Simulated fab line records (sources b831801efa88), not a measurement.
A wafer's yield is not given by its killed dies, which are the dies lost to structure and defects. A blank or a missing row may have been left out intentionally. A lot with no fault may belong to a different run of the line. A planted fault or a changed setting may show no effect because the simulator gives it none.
8D (eight disciplines) problem report, filled in by code    flow sky130    the parts of the form that need people (team, actions taken, sign-off) are left out

## 1. THE ISSUE
At SKY_VIA3_SOFTBAKE_08, run length s averages 112.30 s over 6 wafers from 2 lots, while fault-free wafers read 119.05 s, standard deviation 0.21. That puts it -32 standard deviations away from the usual mean.
The step: time 90 s.
The first sign was on wafer L277.1 at day 42 19:00, on litho track-02. At this step, 36 wafers from 12 lots have a number in the record. Rule for "out", or "out of limits": more than 4 standard deviations from the usual mean. All remaining wafers that have a number are taken as sound.

## 2. WHAT IT IS, WHAT IT ISN'T
question                     is                                  is not
which readings at this step  run length s, heater power total W  -
which lots                   L277, L279                          L267, L268, L269, L271, L283, L284, L285, L286, L287, L288
which wafers of those lots   all that have a number              -
read on which tools          litho track-02                      litho track-03, litho track-04
when                         from day 42 19:00                   up to then (12 sound wafers); but 18 sound wafers of L283, L284, L285, L286, L287, L288 came after

## 3. SUSPECTS, AND WHAT RULES EACH OUT
Counting: a tool at a process step up to the reading stays a suspect if it ran every lot that is out and no sound lot after the first of them.
- litho track-02 at SKY_VIA3_SOFTBAKE_08 (time 90 s): kept. All lots that are out passed through it, beginning with L277 at day 42 19:00, and no sound lot followed; its final sound lot before that point was L269 at day 40 23:00. On those wafers its own readings are out: heater power total W, run length s.
Remaining after the count: litho track-02 at SKY_VIA3_SOFTBAKE_08.

## 4. THE CAUSE (what the simulator had put in)
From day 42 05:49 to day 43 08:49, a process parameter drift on litho track-02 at SKY_VIA3_SOFTBAKE_08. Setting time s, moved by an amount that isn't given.
This tool alone remained once counting was done.

## 5. THE EFFECT CHAIN, in route order
One row per reading whose mean, taken over the struck wafers that have a number, lies over 3 standard deviations from the usual. Readings are gone through only where the record gives a usual standard deviation; hours: the median, over the lots, of the time from a lot's start at the first step in this table giving one to that lot's start at this step; sigmas: the change measured in usual standard deviations.
hours  step                  reading               usual     on struck wafers  change  sigmas
0      SKY_VIA3_SOFTBAKE_08  heater power total W  57.36 W   58.85             +1.49   +14
0      SKY_VIA3_SOFTBAKE_08  run length s          119.05 s  112.30            -6.75   -32
Here are the process steps it includes:
- SKY_VIA3_SOFTBAKE_08: time 90 s.
Readings that are blank on the struck wafers while sound wafers have them: plate temp C at SKY_VIA3_SOFTBAKE_08.
Later steps that measure or inspect, where all struck wafers having a row at the step show a number for every such reading and not one has moved that far: SKY_VIA3_OVL_MEAS_13.

## 6. WHAT WOULD HAVE CAUGHT IT SOONER
13 hours passed between the start of the fault at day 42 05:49 and the first reading out of limits in this record, taken at day 42 19:00.
